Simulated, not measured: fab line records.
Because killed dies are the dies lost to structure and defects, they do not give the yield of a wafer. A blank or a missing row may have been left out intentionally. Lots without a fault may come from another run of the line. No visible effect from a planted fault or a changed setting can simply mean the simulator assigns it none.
Matching of chambers | flow sky130 | rieDiel-04 running SKY_PASSIVATION_ETCH_11: 4 sister chambers
The step etches the open film in CF4/O2, stops on AlCu, target depth 725 nm, time 161.1 s. 14 wafers are shown with their chamber, then 7 later ones without.

== WAFERS PAIRED WITH THEIR CHAMBERS ==
wafer  | chamber | drypumpMotorCurrentA (A) | rfFwdPowerW (W) | throttleValvePct (%)
L825.1 | 1       | 5.7                      | 792.3           | 5.957
L827.3 | 0       | 5.5                      | 797.5           | 5.956
L827.4 | 2       | 5.8                      | 799.6           | 5.982
L831.1 | 1       | 5.7                      | 794.5           | 5.967
L831.2 | 2       | 5.8                      | 798.8           | 5.962
L831.3 | 3       | 6.0                      | 798.0           | 5.957
L833.3 | 3       | 6.0                      | 793.8           | 5.971
L833.4 | 0       | 5.5                      | 795.5           | 5.980
L833.6 | 1       | 5.7                      | 793.9           | 5.967
L835.1 | 1       | 5.6                      | 793.5           | 5.964
L835.5 | 0       | 5.5                      | 794.9           | 5.975
L835.6 | 1       | 5.7                      | 796.5           | 5.956
L839.2 | 1       | 5.7                      | 797.9           | 5.968
L839.3 | 2       | 5.8                      | 795.2           | 5.978

SIGNATURES (averages over the wafers above)
reading              | chamber 0 | chamber 1 | chamber 2 | chamber 3 | scatter within a chamber
drypumpMotorCurrentA | 5.500     | 5.683     | 5.800     | 6.000     | 0.0289
rfFwdPowerW          | 795.967   | 794.767   | 797.867   | 795.900   | 2.12
throttleValvePct     | 5.97033   | 5.96317   | 5.97400   | 5.96400   | 0.00886
Rule: a wafer's distance from a chamber is the root of the sum, over the readings, of the square of ((its reading less the chamber's mean) divided by the reading's scatter). The wafer belongs to the nearest chamber; if the next one is less than 2 further off, it can't be placed. The scatter: the root of (the sum of the squares of (reading less its chamber's mean) over the shown wafers, divided by (wafers less chambers)).

== WAFERS MISSING THEIR CHAMBER ==
wafer  | drypumpMotorCurrentA (A) | rfFwdPowerW (W) | throttleValvePct (%)
L839.5 | 5.5                      | 793.8           | 5.962
L841.2 | 6.0                      | 799.7           | 5.951
L841.4 | 5.8                      | 802.1           | 5.973
L841.5 | 5.6                      | 794.7           | 5.967
L837.3 | 5.5                      | 797.5           | 5.951
L837.4 | 6.0                      | 797.5           | 5.968
L837.5 | 5.7                      | 789.6           | 5.974

== WHICH CHAMBER EACH ONE RAN IN ==
wafer  | from the rows above     | in truth
L839.5 | 0                       | 0
L841.2 | 3                       | 3
L841.4 | 2                       | 2
L841.5 | can't be placed: 1 or 0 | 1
L837.3 | 0                       | 0
L837.4 | 3                       | 3
L837.5 | 1                       | 1
Placed correctly: 6 of 7. Can't be placed from these rows: 1 (the true chamber is among the candidates in 1). Placed wrongly: 0.
